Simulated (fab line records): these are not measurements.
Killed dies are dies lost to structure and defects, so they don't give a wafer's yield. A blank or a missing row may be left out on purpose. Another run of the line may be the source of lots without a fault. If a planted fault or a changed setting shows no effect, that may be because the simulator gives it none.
fab line records -- flow sky130
record lots=15, wafers=45, last_day=50
route steps=708 shown FIELD_ISO@24 NWELL@79 PWDE@84 VT_ADJUST_HVTP@90
lots with no fault: from the same line, run without faults
start_h: hours from the record's opening day to when the first of the lot's shown wafers began -- wait_h: how many hours have passed since the lot's step before this one -- " unchanged from the row above -- L1.1+2: several wafers, shown together as one row -- - either no value or no given start -- * or withheld: withheld -- < > ~ a bound
route shown NAME@n: names a module that has steps shown in the file, with the first one's number in the route -- usual: average and standard deviation across the fault-free wafers -- same: alike in all rows -- chamber/n: place in a boat -- sites: the reading at each site -- _std_site: the standard deviation of these -- _edge_site: the outer-site mean with the inner-site mean subtracted -- radius_mm: for every site, how far away it sits from the centre of the wafer -- mask NAME#n: copy n -- behind: the tool/chamber that last shaped the wafer -- hold: the reason the lot was held/the length of the hold in hours/how it ended -- device: transistor that didn't switch, given as n, p or np -- end of line: the route-end tests of the same wafers -- a step with no rows: only its recipe -- killed: at the first sort, the dies lost to defects and structure; wafer yield is something else -- map: shows each die of a wafer: x if killed, . if not, _ if none is there
set.NAME: the setting the step ran with; set.NAME@STEP: the setting that earlier step ran with -- model.NAME: the simulator's own value behind a step, which no gauge read
a sample of lots followed through the steps of the route, with each step as a table and each wafer as a row
## steps
# step SKY_FIELD_ISO_THK_MEAS_23
# recipe reads=SiO2_of_FIELD_ISO_OXIDATION_22
# usual FIELD_ISO_OXIDATION_01_THK=10.11/0.21
lot.wafer,tool,chamber,start_h,wait_h,FIELD_ISO_OXIDATION_01_THK[nm]
L190.1,film_metro-02,-,32.12,0.0,9.93
L190.2,film_metro-02,-,32.12,0.0,9.75
L190.4,film_metro-02,-,32.12,0.0,9.74
L192.1,film_metro-02,-,46.11,0.0,10.18
L192.5,film_metro-02,-,46.11,0.0,9.89
L192.6,film_metro-02,-,46.11,0.0,9.93
L193.4,film_metro-03,-,54.59,0.0,10.09
L193.5,film_metro-03,-,54.59,0.0,9.86
L193.6,film_metro-03,-,54.59,0.0,9.80
L194.1,film_metro-02,-,62.79,0.0,10.19
L194.4,film_metro-02,-,62.79,0.0,9.95
L194.6,film_metro-02,-,62.79,0.0,10.03
L197.2,film_metro-03,-,74.21,0.0,10.32
L197.3,film_metro-03,-,74.21,0.0,10.26
L197.5,film_metro-03,-,74.21,0.0,10.10
L198.2,film_metro-02,-,74.21,0.0,10.04
L198.5,film_metro-02,-,74.21,0.0,10.14
L198.6,film_metro-02,-,74.21,0.0,10.06
L200.1,film_metro-03,-,86.62,0.0,9.87
L200.3,film_metro-03,-,86.62,0.0,9.91
L200.4,film_metro-03,-,86.62,0.0,9.96
L203.2,film_metro-03,-,102.81,0.0,10.12
L203.3,film_metro-03,-,102.81,0.0,10.27
L203.5,film_metro-03,-,102.81,0.0,10.09
L205.1,film_metro-04,-,114.08,0.0,10.35
L205.5,film_metro-04,-,114.08,0.0,10.31
L205.6,film_metro-04,-,114.08,0.0,10.43
L206.1,film_metro-03,-,114.14,0.1,10.18
L206.2,film_metro-03,-,114.14,0.1,10.14
L206.3,film_metro-03,-,114.14,0.1,10.27
L209.2,film_metro-02,-,136.20,0.0,10.02
L209.4,film_metro-02,-,136.20,0.0,9.93
L209.6,film_metro-02,-,136.20,0.0,10.00
L210.1,film_metro-02,-,142.39,0.0,9.86
L210.3,film_metro-02,-,142.39,0.0,9.66
L210.5,film_metro-02,-,142.39,0.0,9.89
L212.2,film_metro-02,-,146.42,0.0,10.34
L212.4,film_metro-02,-,146.42,0.0,10.30
L212.5,film_metro-02,-,146.42,0.0,10.16
L211.3,film_metro-04,-,146.43,0.0,10.22
L211.4,film_metro-04,-,146.43,0.0,10.05
L211.5,film_metro-04,-,146.43,0.0,10.18
L213.1,film_metro-02,-,154.85,0.0,10.25
L213.3,film_metro-02,-,154.85,0.0,10.46
L213.6,film_metro-02,-,154.85,0.0,10.13
# step SKY_NWELL_TW_MEAS_26
# usual NWELL_2_TW=496.2/2.1
lot.wafer,tool,chamber,start_h,wait_h,NWELL_2_TW
L190.1,film_metro-03,-,100.38,0.1,499.4
L190.2,film_metro-03,-,100.38,0.1,494.4
L190.4,film_metro-03,-,100.38,0.1,496.9
L192.1,film_metro-01,-,122.98,0.1,497.4
L192.5,film_metro-01,-,122.98,0.1,497.5
L192.6,film_metro-01,-,122.98,0.1,493.9
L193.4,film_metro-01,-,132.51,0.1,494.8
L193.5,film_metro-01,-,132.51,0.1,494.3
L193.6,film_metro-01,-,132.51,0.1,494.5
L194.1,film_metro-04,-,152.72,0.1,497.2
L194.4,film_metro-04,-,152.72,0.1,497.2
L194.6,film_metro-04,-,152.72,0.1,495.8
L198.2,film_metro-03,-,162.49,0.1,500.5
L198.5,film_metro-03,-,162.49,0.1,499.4
L198.6,film_metro-03,-,162.49,0.1,501.5
L197.2,film_metro-03,-,162.78,0.1,496.8
L197.3,film_metro-03,-,162.78,0.1,496.7
L197.5,film_metro-03,-,162.78,0.1,498.8
L200.1,film_metro-04,-,165.73,0.1,495.7
L200.3,film_metro-04,-,165.73,0.1,498.7
L200.4,film_metro-04,-,165.73,0.1,496.8
L203.2,film_metro-01,-,186.84,0.1,497.3
L203.3,film_metro-01,-,186.84,0.1,496.8
L203.5,film_metro-01,-,186.84,0.1,496.4
L205.1,film_metro-03,-,209.72,0.1,494.6
L205.5,film_metro-03,-,209.72,0.1,497.5
L205.6,film_metro-03,-,209.72,0.1,496.7
L206.1,film_metro-01,-,210.37,0.1,495.2
L206.2,film_metro-01,-,210.37,0.1,494.6
L206.3,film_metro-01,-,210.37,0.1,496.0
L209.2,film_metro-03,-,231.49,0.1,495.9
L209.4,film_metro-03,-,231.49,0.1,496.4
L209.6,film_metro-03,-,231.49,0.1,496.2
L210.1,film_metro-01,-,231.63,0.1,495.8
L210.3,film_metro-01,-,231.63,0.1,495.3
L210.5,film_metro-01,-,231.63,0.1,493.4
L211.3,film_metro-03,-,237.35,0.1,499.4
L211.4,film_metro-03,-,237.35,0.1,499.1
L211.5,film_metro-03,-,237.35,0.1,498.1
L212.2,film_metro-01,-,239.73,0.1,493.7
L212.4,film_metro-01,-,239.73,0.1,495.8
L212.5,film_metro-01,-,239.73,0.1,491.8
L213.1,film_metro-04,-,246.92,0.1,493.7
L213.3,film_metro-04,-,246.92,0.1,495.0
L213.6,film_metro-04,-,246.92,0.1,494.8
# step SKY_NWELL_RS_MEAS_31
# recipe thk_meas_gauge=four-point-probe
# usual PWDE_RS=5280/16
lot.wafer,tool,chamber,start_h,wait_h,PWDE_RS[ohm/sq]
L190.1,film_metro-04,-,100.83,0.1,5268
L190.2,film_metro-04,-,100.83,0.1,5277
L190.4,film_metro-04,-,100.83,0.1,5285
L192.1,film_metro-03,-,123.43,0.1,5311
L192.5,film_metro-03,-,123.43,0.1,5287
L192.6,film_metro-03,-,123.43,0.1,5316
L193.4,film_metro-04,-,132.99,0.1,5317
L193.5,film_metro-04,-,132.99,0.1,5292
L193.6,film_metro-04,-,132.99,0.1,5305
L194.1,film_metro-03,-,153.17,0.1,5309
L194.4,film_metro-03,-,153.17,0.1,5299
L194.6,film_metro-03,-,153.17,0.1,5284
L198.2,film_metro-04,-,163.00,0.1,5294
L198.5,film_metro-04,-,163.00,0.1,5288
L198.6,film_metro-04,-,163.00,0.1,5284
L197.2,film_metro-03,-,163.24,0.1,5289
L197.3,film_metro-03,-,163.24,0.1,5298
L197.5,film_metro-03,-,163.24,0.1,5279
L200.1,film_metro-04,-,166.19,0.1,5262
L200.3,film_metro-04,-,166.19,0.1,5294
L200.4,film_metro-04,-,166.19,0.1,5279
L203.2,film_metro-03,-,187.30,0.1,5288
L203.3,film_metro-03,-,187.30,0.1,5294
L203.5,film_metro-03,-,187.30,0.1,5287
L205.1,film_metro-04,-,210.17,0.1,5280
L205.5,film_metro-04,-,210.17,0.1,5288
L205.6,film_metro-04,-,210.17,0.1,5285
L206.1,film_metro-04,-,210.82,0.1,5273
L206.2,film_metro-04,-,210.82,0.1,5298
L206.3,film_metro-04,-,210.82,0.1,5293
L209.2,film_metro-03,-,231.95,0.1,5271
L209.4,film_metro-03,-,231.95,0.1,5258
L209.6,film_metro-03,-,231.95,0.1,5257
L210.1,film_metro-01,-,232.08,0.1,5286
L210.3,film_metro-01,-,232.08,0.1,5298
L210.5,film_metro-01,-,232.08,0.1,5293
L211.3,film_metro-01,-,237.83,0.1,5272
L211.4,film_metro-01,-,237.83,0.1,5283
L211.5,film_metro-01,-,237.83,0.1,5288
L212.2,film_metro-01,-,240.19,0.1,5264
L212.4,film_metro-01,-,240.19,0.1,5263
L212.5,film_metro-01,-,240.19,0.1,5277
L213.1,film_metro-03,-,247.39,0.1,5267
L213.3,film_metro-03,-,247.39,0.1,5283
L213.6,film_metro-03,-,247.39,0.1,5287
# step SKY_VT_ADJUST_HVTP_PEB_05
# recipe temp_c=withheld, time_s=*, resist=NOVOLAK
# usual chill_plate_temp_C=*, exhaust_pa=44.8/0.76
lot.wafer,tool,chamber,start_h,wait_h,chill_plate_temp_C,exhaust_pa
L190.1,litho_track-04,0,117.69,-,*,44.7
L190.2,litho_track-04,0,117.69,-,*,44.7
L190.4,litho_track-04,0,117.69,-,*,44.2
L192.1,litho_track-01,0,140.06,-,*,44.6
L192.5,litho_track-01,0,140.06,-,*,45.6
L192.6,litho_track-01,0,140.06,-,*,45.5
L193.4,litho_track-02,0,150.67,-,*,44.6
L193.5,litho_track-02,0,150.67,-,*,45.1
L193.6,litho_track-02,0,150.67,-,*,43.9
L194.1,litho_track-04,0,172.84,-,*,43.6
L194.4,litho_track-04,0,172.84,-,*,45.1
L194.6,litho_track-04,0,172.84,-,*,45.0
L198.2,litho_track-01,-,183.08,-,-,-
L198.5,litho_track-01,-,183.08,-,-,-
L198.6,litho_track-01,-,183.08,-,-,-
L197.2,litho_track-02,-,183.77,-,-,-
L197.3,litho_track-02,-,183.77,-,-,-
L197.5,litho_track-02,-,183.77,-,-,-
L200.1,litho_track-01,-,186.71,-,-,-
L200.3,litho_track-01,-,186.71,-,-,-
L200.4,litho_track-01,-,186.71,-,-,-
L203.2,litho_track-01,0,208.13,-,*,45.4
L203.3,litho_track-01,0,208.13,-,*,45.7
L203.5,litho_track-01,0,208.13,-,*,45.7
L205.1,litho_track-01,0,231.76,-,*,44.7
L205.5,litho_track-01,0,231.76,-,*,46.0
L205.6,litho_track-01,0,231.76,-,*,44.1
L206.1,litho_track-01,0,232.86,-,*,44.6
L206.2,litho_track-01,0,232.86,-,*,45.4
L206.3,litho_track-01,0,232.86,-,*,44.8
L209.2,litho_track-04,0,254.42,-,*,44.1
L209.4,litho_track-04,0,254.42,-,*,43.7
L209.6,litho_track-04,0,254.42,-,*,45.2
L210.1,litho_track-01,0,254.71,-,*,44.4
L210.3,litho_track-01,0,254.71,-,*,43.7
L210.5,litho_track-01,0,254.71,-,*,45.6
L211.3,litho_track-04,0,260.29,-,*,45.0
L211.4,litho_track-04,0,260.29,-,*,43.9
L211.5,litho_track-04,0,260.29,-,*,44.0
L212.2,litho_track-01,0,263.48,-,*,44.4
L212.4,litho_track-01,0,263.48,-,*,44.3
L212.5,litho_track-01,0,263.48,-,*,45.5
L213.1,litho_track-02,0,269.69,-,*,45.7
L213.3,litho_track-02,0,269.69,-,*,45.3
L213.6,litho_track-02,0,269.69,-,*,45.3
## key
first_sign step=SKY_VT_ADJUST_HVTP_PEB_05, reading=tool_record, direction=missing
effect none on later readings
met_at SKY_VT_ADJUST_HVTP_PEB_05
struck_lots L197,L198,L200
sort_left_out L197.2,L197.3,L197.5,L198.2,L198.5,L198.6,L200.1,L200.3,L200.4
tester_left_out L197,L198,L200
not_acting_at SKY_FIELD_ISO_THK_MEAS_23,SKY_NWELL_TW_MEAS_26,SKY_NWELL_RS_MEAS_31
onset_between 150.67 183.08
fault kind=skipped_step_whole, tool=litho_track-01,litho_track-02, chamber=-, onset_h=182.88, steps=SKY_VT_ADJUST_HVTP_PEB_05, scope=struck_lots_only
# tester_left_out: of these lots the tester's yield and bins aren't shown, on N5 and GAA mostly nor the transistor test; their killed dies are dies lost to structure and defects alone, not to doping, threshold or leakage, so they don't give the yield
# sort_left_out: the simulated sort isn't trusted on such a fault, so these wafers' sort isn't shown, and their yield isn't known
